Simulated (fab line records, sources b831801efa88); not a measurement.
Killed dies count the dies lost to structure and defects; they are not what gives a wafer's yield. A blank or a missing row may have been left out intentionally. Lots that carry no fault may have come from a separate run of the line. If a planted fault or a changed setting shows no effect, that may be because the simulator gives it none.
fab line records	flow sky130
record: lots: 7	wafers: 18	lastDay: 50
route steps=708 shown SONOS_ONO@186 GATE_OXIDE@187 PAD_OPEN@708
lots with no fault: from the same line, run without faults
startH: start of the lot's first displayed wafer, in hours after the record's first day	waitH: hours from the lot's prior step to this one	" the same as in the row above	L1.1+2: a row that stands for several wafers	- no value, or no start was given	* or withheld: withheld	< > ~ a bound
route shown NAME@n: NAME is a module with steps in the file, n the number in the route of the first one	usual: mean and standard deviation over wafers with no fault	same: alike in all rows	chamber/n: place in a boat	sites: readings site by site	_std_site: the standard deviation of these	_edge_site: outer sites' mean less inner sites'	radiusMm: how far each site lies from the wafer's centre	mask NAME#n: copy n	behind: the most recent tool/chamber to have shaped the wafer	hold: why the lot went on hold/how many hours it stayed there/how the hold came to an end	device: names the non-switching transistor (n, p or np)	end of line: the route-end tests of the same wafers	where a step has no rows: the recipe by itself	killed: the dies lost at the first sort to structure and to defects; this is not the yield of the wafer	map: the dies of a wafer, with x for killed, . for not killed, _ for no die there
set.NAME: the run value of the setting; set.NAME@STEP: its run value at that earlier step	model.NAME: the simulator's own value behind a step, which no gauge read
lots at some steps of the route; a table a step, a row a wafer
services: the hour from which a tool's chamber was out of use, counted from the record's first day as startH (under 0 if before that day), plus the number of hours and why
== steps ==
step: SKY_SONOS_ONO_WET_ETCH_18
recipe: chemistry: H3PO4	targetDepthNm: 15	target: Si3N4	tempC: 160	timeS: 172
step: SKY_GATE_OXIDE_CLEAN_00
recipe: chemistry: SC1/SC2	mix: 1:4:20	tempC: 70	timeS: 150	dry: n2Spin
step: SKY_GATE_OXIDE_OXIDATION_01
recipe: tempC: 900	ambient: O2	stabiliseS: 600	purgeS: 300	targetThkA: 102.68	oxTimeS: 1473
step: SKY_GATE_OXIDE_THK_MEAS_02
recipe: reads: SiO2_of_GATE_OXIDE_OXIDATION_01
usual: GATE_OXIDE_OXIDATION_00_THK: 10.34/0.18
lot.wafer	tool	chamber	startH	waitH	GATE_OXIDE_OXIDATION_00_THK[nm]
L566.1	filmMetro-01	-	310.53	0.0	10.32
L566.5	"	-	"	"	10.33
L566.6	"	-	"	"	10.27
L570.2	filmMetro-01	-	348.05	0.0	10.09
L570.4	"	-	"	"	10.22
L570.5	"	-	"	"	10.28
L573.1	filmMetro-04	-	374.51	0.0	10.11
L573.6	"	-	"	"	10.34
L574.1	filmMetro-04	-	383.14	0.0	10.31
L574.6	"	-	"	"	10.57
L577.1	filmMetro-01	-	404.67	0.0	10.49
L577.4	"	-	"	"	10.56
L582.2	filmMetro-01	-	449.48	0.0	10.51
L582.4	"	-	"	"	10.52
L582.5	"	-	"	"	10.36
L584.1	filmMetro-04	-	466.70	0.0	9.92
L584.2	"	-	"	"	10.03
L584.4	"	-	"	"	10.07
step: SKY_GATE_OXIDE_DEHYDRATE_03
recipe: tempC: 200	timeS: 60
step: SKY_GATE_OXIDE_HMDS_04
recipe: primeTimeS: 60	primeTempC: 120
step: SKY_GATE_OXIDE_COAT_05
recipe: resist: NOVOLAK	spinRpm: 3000	resistThkNm: 1140
step: SKY_GATE_OXIDE_SOFTBAKE_06
recipe: tempC: 90	timeS: 60	resist: NOVOLAK
step: SKY_GATE_OXIDE_EXPOSE_07
recipe: maskId: LVOM	na: 0.6	sourceShape: conventional	sigmaOuter: 0.6	polarization: unpolarized	targetCdNm: 600	doseMj: 170
step: SKY_GATE_OXIDE_PEB_08
recipe: tempC: withheld	timeS: *	resist: NOVOLAK
step: SKY_GATE_OXIDE_DEVELOP_09
recipe: resist: NOVOLAK	developer: TMAH	developTimeS: 60	devTempC: 23
step: SKY_GATE_OXIDE_OVL_MEAS_10
usual: GATE_OXIDE_OVL: 0.3/1.6
lot.wafer	tool	chamber	startH	waitH	GATE_OXIDE_OVL[nm]
L566.1	overlay-01	-	335.89	0.1	0.2
L566.5	"	-	"	"	-0.4
L566.6	"	-	"	"	-1.9
L570.2	overlay-01	-	375.84	0.1	1.2
L570.4	"	-	"	"	0.0
L570.5	"	-	"	"	0.1
L573.1	overlay-01	-	403.74	0.1	1.7
L573.6	"	-	"	"	2.8
L574.1	overlay-01	-	412.15	0.1	-1.8
L574.6	"	-	"	"	0.0
L577.1	overlay-01	-	433.10	0.1	-1.3
L577.4	"	-	"	"	-1.3
L582.2	overlay-01	-	479.41	0.1	-1.6
L582.4	"	-	"	"	-3.1
L582.5	"	-	"	"	-3.3
L584.1	overlay-01	-	497.64	0.1	3.0
L584.2	"	-	"	"	3.6
L584.4	"	-	"	"	1.4
step: SKY_GATE_OXIDE_IMPLANT_11
recipe: species: B	energyKev: 10	doseCm2: 2.6e+12	tiltDeg: withheld
usual: beamEnergyKeV: 10.000/0.0032
lot.wafer	tool	chamber	startH	waitH	beamEnergyKeV
L566.1	implanter-02	0	335.92	0.0	10.004
L566.5	"	0	"	"	9.999
L566.6	"	0	"	"	10.008
L570.2	implanter-04	0	375.90	0.0	10.004
L570.4	"	0	"	"	10.002
L570.5	"	0	"	"	10.005
L573.1	implanter-04	0	403.77	0.0	10.005
L573.6	"	0	"	"	10.006
L574.1	implanter-04	0	412.19	0.0	9.997
L574.6	"	0	"	"	9.994
L577.1	implanter-04	0	433.14	0.0	9.998
L577.4	"	0	"	"	9.999
L582.2	implanter-02	0	479.47	0.0	9.997
L582.4	"	0	"	"	10.000
L582.5	"	0	"	"	10.000
L584.1	implanter-04	0	497.67	0.0	9.997
L584.2	"	0	"	"	9.999
L584.4	"	0	"	"	9.998
step: SKY_GATE_OXIDE_WET_ETCH_12
recipe: chemistry: dHF	targetDepthNm: 16.8	dry: n2Spin	target: SiO2	dilution: 100:1	tempC: 25	timeS: 336
step: SKY_GATE_OXIDE_STRIP_13
recipe: chemistry: O2/N2	powerW: 1400	pressureMtorr: 1500	platenTempC: withheld	o2FlowSccm: 3000	n2FlowSccm: 300	overashFraction: 0.5
usual: drypumpMotorCurrentA: 5.6/0.47	oesProductAu: 0.716/0.0043	stripTimeToEndpointS: 14.16/0.036
lot.wafer	tool	chamber	startH	waitH	drypumpMotorCurrentA	oesProductAu	rfHoursCounterH	stripTimeToEndpointS
L566.1	plasmaAsher-01	0	336.17	0.0	5.2	0.725	66	14.14
L566.5	"	0	"	"	5.2	0.713	-	14.14
L566.6	"	1	"	"	6.0	0.717	-	14.14
L570.2	plasmaAsher-01	0	376.12	0.0	5.2	0.715	70	14.16
L570.4	"	0	"	"	5.2	0.719	-	14.15
L570.5	"	1	"	"	6.1	0.714	-	14.17
L573.1	plasmaAsher-03	1	404.03	0.0	5.4	0.711	29	14.16
L573.6	"	1	"	"	5.4	0.719	-	14.12
L574.1	plasmaAsher-01	0	412.46	0.0	5.2	0.713	73	14.16
L574.6	"	0	"	"	5.2	0.711	-	14.17
L577.1	plasmaAsher-03	0	433.39	0.0	6.1	0.720	33	14.08
L577.4	"	0	"	"	6.1	0.719	-	14.13
L582.2	plasmaAsher-01	0	479.69	0.0	5.2	0.713	4	14.21
L582.4	"	1	"	"	6.1	0.705	-	14.22
L582.5	"	1	"	"	6.1	0.721	-	14.16
L584.1	plasmaAsher-02	0	497.92	0.0	6.0	0.720	68	14.20
L584.2	"	1	"	"	4.8	0.720	68	14.18
L584.4	"	1	"	"	4.8	0.720	-	14.22
step: SKY_GATE_OXIDE_TW_MEAS_14
usual: GATE_OXIDE_TW: 223.2/1.7
lot.wafer	tool	chamber	startH	waitH	hold	GATE_OXIDE_TW
L566.1	filmMetro-03	-	336.27	0.1	-	221.8
L566.5	"	-	"	"	-	221.8
L566.6	"	-	"	"	-	222.7
L570.2	filmMetro-01	-	376.23	0.1	-	226.6
L570.4	"	-	"	"	-	226.2
L570.5	"	-	"	"	-	226.1
L573.1	filmMetro-04	-	404.13	0.1	awaitDispo/0.2h/release	213.7
L573.6	"	-	"	"	awaitDispo/0.2h/release	221.5
L573.1	filmMetro-04	-	404.36	0.2	-	212.2
L573.6	"	-	"	"	-	222.0
L574.1	filmMetro-01	-	412.56	0.1	awaitDispo/0.2h/release	214.5
L574.6	"	-	"	"	awaitDispo/0.2h/release	222.6
L574.1	filmMetro-01	-	412.79	0.2	-	216.1
L574.6	"	-	"	"	-	223.8
L577.1	filmMetro-01	-	433.49	0.1	awaitDispo/0.2h/release	215.1
L577.4	"	-	"	"	awaitDispo/0.2h/release	224.3
L577.1	filmMetro-01	-	433.72	0.2	-	216.4
L577.4	"	-	"	"	-	224.5
L582.2	filmMetro-03	-	479.80	0.1	-	223.2
L582.4	"	-	"	"	-	223.0
L582.5	"	-	"	"	-	222.8
L584.1	filmMetro-01	-	498.02	0.1	-	224.6
L584.2	"	-	"	"	-	224.3
L584.4	"	-	"	"	-	223.7
step: SKY_PAD_OPEN_PROBE_99
usual: killed_at_M0_to_M3: 42/7.7	killed_at_M4_up: 3.1/1.9	killedAtContacts: 24/4.9	killedAtFrontEnd: 15/4.6	killedAtOther: 0.3/0.51	killedDies: 85/9.9	killedOpen: 47/7.1	killedShort: 38/6.7
same: grossDies: 492	killedAtBackSide: 0
lot.wafer	tool	chamber	startH	waitH	hold	killed_at_M0_to_M3	killed_at_M4_up	killedAtContacts	killedAtFrontEnd	killedAtOther	killedDies	killedOpen	killedShort	model.etest.tipP.rsOhmSq	model.etest.pfet_01v8.rOnOhmUm	model.etest.tipP.rsOhmSqRange	model.etest.tipP.rsOhmSqRimLessCentre	model.etest.nfet_01v8_lvt.driveUaUm	model.etest.nfet_01v8.driveUaUm	model.etest.nfet_01v8_turned.driveUaUm	model.etest.nfet_01v8_swapped.driveUaUm
L566.1	prober-01	-	1098.42	0.1	-	44	3	23	12	0	82	42	39	6850	2876	248.1	30.37	571.5	504	501.8	504.8
L566.5	prober-01	-	1098.62	0.2	-	32	1	24	13	0	70	38	31	6805	2889	184.7	-4.281	580.2	502.4	509.1	506.6
L566.6	prober-01	-	1098.67	0.2	-	50	2	26	16	0	94	48	45	6832	2908	176.3	-29.04	576	510.8	509.2	505
L570.2	prober-01	-	1126.43	0.1	-	45	2	17	17	0	81	42	39	6863	2939	182.2	37.08	571.9	499.5	497.1	500.2
L570.4	prober-01	-	1126.53	0.2	-	44	2	16	17	1	80	40	40	6947	2960	208.2	71.54	585	507.1	507.1	501.9
L570.5	prober-01	-	1126.58	0.2	-	42	2	27	8	1	80	45	35	6903	2984	213	177.6	560.1	483.9	487.9	483.1
L573.1	prober-02	-	1142.11	0.1	-	42	3	15	17	0	77	47	30	7222	3099	348.6	-132.7	614	536.7	541.1	538
L573.6	prober-02	-	1142.36	0.2	-	35	6	27	8	0	76	33	43	6930	2899	147	67.99	597.2	522	526.9	524.5
L574.1	prober-01	-	1149.34	0.1	-	41	2	23	19	0	85	54	30	7112	3112	329.5	-133.1	613.8	537.9	531.5	536.4
L574.6	prober-01	-	1149.59	0.2	-	24	2	22	24	1	73	45	27	6850	2958	174.4	64.01	582.1	511.3	511	510.7
L577.1	prober-02	-	1161.17	0.1	awaitDispo/1.4h/release	52	2	21	9	0	84	38	45	7157	3072	363.4	-103.7	581.8	510.5	513.6	510.6
L577.4	prober-02	-	1161.32	0.2	awaitDispo/1.4h/release	41	2	16	14	0	73	45	28	6779	2822	130.8	78.92	562.1	490.2	492.2	493.6
L582.2	prober-01	-	1185.86	0.1	-	29	5	23	9	1	67	40	27	6873	2871	296.4	81.89	580.8	513	517.9	513.1
L582.4	prober-01	-	1185.96	0.2	-	30	2	25	14	0	71	32	39	6916	2870	328.8	275.7	577	508.5	513.3	505.5
L582.5	prober-01	-	1186.01	0.2	-	37	3	22	21	0	83	42	38	6875	2891	334.8	181.1	589.7	515.2	519.4	525.5
L584.1	prober-01	-	1197.47	0.1	-	51	7	22	9	1	90	44	45	6819	2932	228.4	103.4	559.9	485.1	488.4	490.4
L584.2	prober-01	-	1197.52	0.1	-	47	6	27	19	1	100	46	54	6773	2881	196.4	145.5	566.3	494.9	495.2	496
L584.4	prober-01	-	1197.62	0.2	-	40	5	26	13	0	84	43	41	6806	2885	109.8	-4.548	566.9	492.1	493.4	488.8
killed by level:class
L566.1 VIA1:geometricParticle:open=11 VIA3:geometricParticle:open=11 CONTACT:geometricParticle:open=7 FIELD_ISO:geometricParticle:short=5 CONTACT:geometricParticle:short=5 METAL1:geometricParticle:short=5 LI_CONTACT:geometricParticle:short=4 LI_CONTACT:geometricParticle:open=4
L566.5 LI_CONTACT:geometricParticle:open=11 CONTACT:geometricParticle:open=7 VIA1:geometricParticle:short=6 METAL3:geometricParticle:short=5 VIA3:geometricParticle:open=5 METAL1:geometricParticle:short=4 FIELD_ISO:geometricParticle:open=3 POLY_GATE:geometricParticle:short=3
L566.6 VIA1:geometricParticle:open=13 LOCAL_INTERCONNECT:geometricParticle:short=7 VIA2:geometricParticle:open=6 CONTACT:geometricParticle:short=6 CONTACT:geometricParticle:open=6 VIA3:geometricParticle:open=6 VIA2:geometricParticle:short=6 FIELD_ISO:geometricParticle:open=5
L570.2 VIA1:geometricParticle:open=11 VIA2:geometricParticle:open=9 SPACER:geometricParticle:open=5 CONTACT:geometricParticle:open=5 METAL1:geometricParticle:short=5 VIA3:geometricParticle:short=5 VIA3:geometricParticle:open=5 LI_CONTACT:geometricParticle:short=4
L570.4 LI_CONTACT:geometricParticle:open=8 VIA1:geometricParticle:open=7 METAL2:geometricParticle:short=7 VIA2:geometricParticle:open=6 VIA3:geometricParticle:open=6 FIELD_ISO:geometricParticle:short=4 VIA1:geometricParticle:short=4 METAL1:geometricParticle:short=4
L570.5 VIA1:geometricParticle:open=13 LI_CONTACT:geometricParticle:open=10 CONTACT:geometricParticle:open=7 VIA3:geometricParticle:open=7 LI_CONTACT:geometricParticle:short=6 METAL1:geometricParticle:short=5 VIA2:geometricParticle:open=4 FIELD_ISO:geometricParticle:short=3
L573.1 VIA3:geometricParticle:open=11 VIA1:geometricParticle:open=8 VIA2:geometricParticle:open=6 FIELD_ISO:geometricParticle:open=4 FIELD_ISO:geometricParticle:short=4 CONTACT:geometricParticle:short=4 METAL2:geometricParticle:short=4 POLY_GATE:geometricParticle:short=3
L573.6 CONTACT:geometricParticle:open=10 VIA1:geometricParticle:short=6 LI_CONTACT:geometricParticle:open=5 CONTACT:geometricParticle:short=5 VIA3:geometricParticle:open=5 METAL2:geometricParticle:short=4 VIA2:geometricParticle:short=4 METAL4:geometricParticle:short=4
L574.1 VIA1:geometricParticle:open=15 LI_CONTACT:geometricParticle:open=9 CONTACT:geometricParticle:open=8 VIA2:geometricParticle:open=6 POLY_GATE:geometricParticle:open=5 METAL2:geometricParticle:short=5 FIELD_ISO:geometricParticle:short=4 POLY_GATE:geometricParticle:short=4
L574.6 LI_CONTACT:geometricParticle:open=10 CONTACT:geometricParticle:open=7 FIELD_ISO:geometricParticle:short=6 POLY_GATE:geometricParticle:open=6 VIA1:geometricParticle:open=6 FIELD_ISO:geometricParticle:open=4 METAL2:geometricParticle:short=4 VIA2:geometricParticle:open=4
L577.1 VIA1:geometricParticle:open=12 CONTACT:geometricParticle:open=11 METAL2:geometricParticle:short=9 VIA1:geometricParticle:short=7 VIA2:geometricParticle:short=7 VIA3:geometricParticle:open=5 LOCAL_INTERCONNECT:geometricParticle:short=4 CONTACT:geometricParticle:short=4
L577.4 VIA1:geometricParticle:open=17 POLY_GATE:geometricParticle:short=6 CONTACT:geometricParticle:open=6 POLY_GATE:geometricParticle:open=5 LI_CONTACT:geometricParticle:open=5 VIA1:geometricParticle:short=4 VIA2:geometricParticle:open=4 METAL3:geometricParticle:short=4
L582.2 CONTACT:geometricParticle:open=11 VIA2:geometricParticle:open=6 VIA3:geometricParticle:open=6 LI_CONTACT:geometricParticle:open=5 VIA1:geometricParticle:open=5 POLY_GATE:geometricParticle:open=4 LOCAL_INTERCONNECT:geometricParticle:short=3 METAL1:geometricParticle:short=3
L582.4 CONTACT:geometricParticle:short=10 VIA1:geometricParticle:open=8 CONTACT:geometricParticle:open=6 VIA1:geometricParticle:short=5 LI_CONTACT:geometricParticle:short=4 METAL2:geometricParticle:short=4 VIA2:geometricParticle:open=4 POLY_GATE:geometricParticle:short=3
L582.5 CONTACT:geometricParticle:open=8 METAL2:geometricParticle:short=7 LI_CONTACT:geometricParticle:open=6 VIA1:geometricParticle:open=6 METAL1:geometricParticle:short=5 FIELD_ISO:geometricParticle:open=4 VIA2:geometricParticle:open=4 LOCAL_INTERCONNECT:geometricParticle:short=4
L584.1 VIA1:geometricParticle:open=10 METAL2:geometricParticle:short=8 VIA3:geometricParticle:open=8 CONTACT:geometricParticle:open=6 LI_CONTACT:geometricParticle:short=5 LI_CONTACT:geometricParticle:open=5 METAL1:geometricParticle:short=5 VIA2:geometricParticle:open=5
L584.2 VIA1:geometricParticle:open=10 LI_CONTACT:geometricParticle:open=9 METAL2:geometricParticle:short=8 VIA2:geometricParticle:open=7 LOCAL_INTERCONNECT:geometricParticle:short=6 VIA3:geometricParticle:short=6 METAL1:geometricParticle:short=5 METAL4:geometricParticle:short=5
L584.4 CONTACT:geometricParticle:open=9 VIA1:geometricParticle:open=8 LI_CONTACT:geometricParticle:open=7 CONTACT:geometricParticle:short=5 METAL1:geometricParticle:short=5 VIA3:geometricParticle:open=5 VIA2:geometricParticle:open=5 VIA1:geometricParticle:short=4
== services ==
tool	chamber	startH	hours	kind
implanter-04	-	327.25	11.0	repair
plasmaAsher-01	-	332.11	3.9	repair
plasmaAsher-02	-	338.41	2.1	repair
implanter-02	-	358.48	1.2	repair
plasmaAsher-01	-	368.96	1.6	repair
implanter-02	-	375.57	2.5	pm
implanter-04	-	376.64	4.4	pm
implanter-04	-	405.30	2.9	repair
plasmaAsher-01	-	419.55	4.3	pm
plasmaAsher-01	-	423.88	9.0	pm
plasmaAsher-01	0	423.88	9.0	ventCycle
plasmaAsher-01	1	423.88	9.0	ventCycle
plasmaAsher-02	-	425.83	0.4	repair
plasmaAsher-01	0	432.88	-	clean
plasmaAsher-01	1	432.88	-	clean
implanter-04	-	438.80	4.3	repair
plasmaAsher-03	-	467.94	1.4	repair
implanter-02	-	492.10	150.4	pm
plasmaAsher-01	-	492.53	3.1	repair
== key ==
firstSign: step: SKY_GATE_OXIDE_TW_MEAS_14	reading: visit	direction: added
effect: step: SKY_GATE_OXIDE_TW_MEAS_14	reading: GATE_OXIDE_TW	direction: down	sigmas: 5.2	usual: 223.2	struck: 214.4
modelEffect: step: SKY_PAD_OPEN_PROBE_99	value: etest.tipP.rsOhmSq	without: 6873	struck: 7164
metAt SKY_GATE_OXIDE_IMPLANT_11
struckWafers L573.1,L574.1,L577.1
testerLeftOut L573,L574,L577
onsetBetween 375.90 403.77
fault: kind: processParameterDrift	tool: implanter-04	chamber: -	onsetH: 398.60	steps: SKY_GATE_OXIDE_IMPLANT_11	channel: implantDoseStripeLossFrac	offset: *	shape: step	endH: 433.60	scope: struckWafersOnly
testerLeftOut: of these lots the tester's yield and bins aren't shown, on N5 and GAA mostly nor the transistor test; their killed dies are dies lost to structure and defects alone, not to doping, threshold or leakage, so they don't give the yield
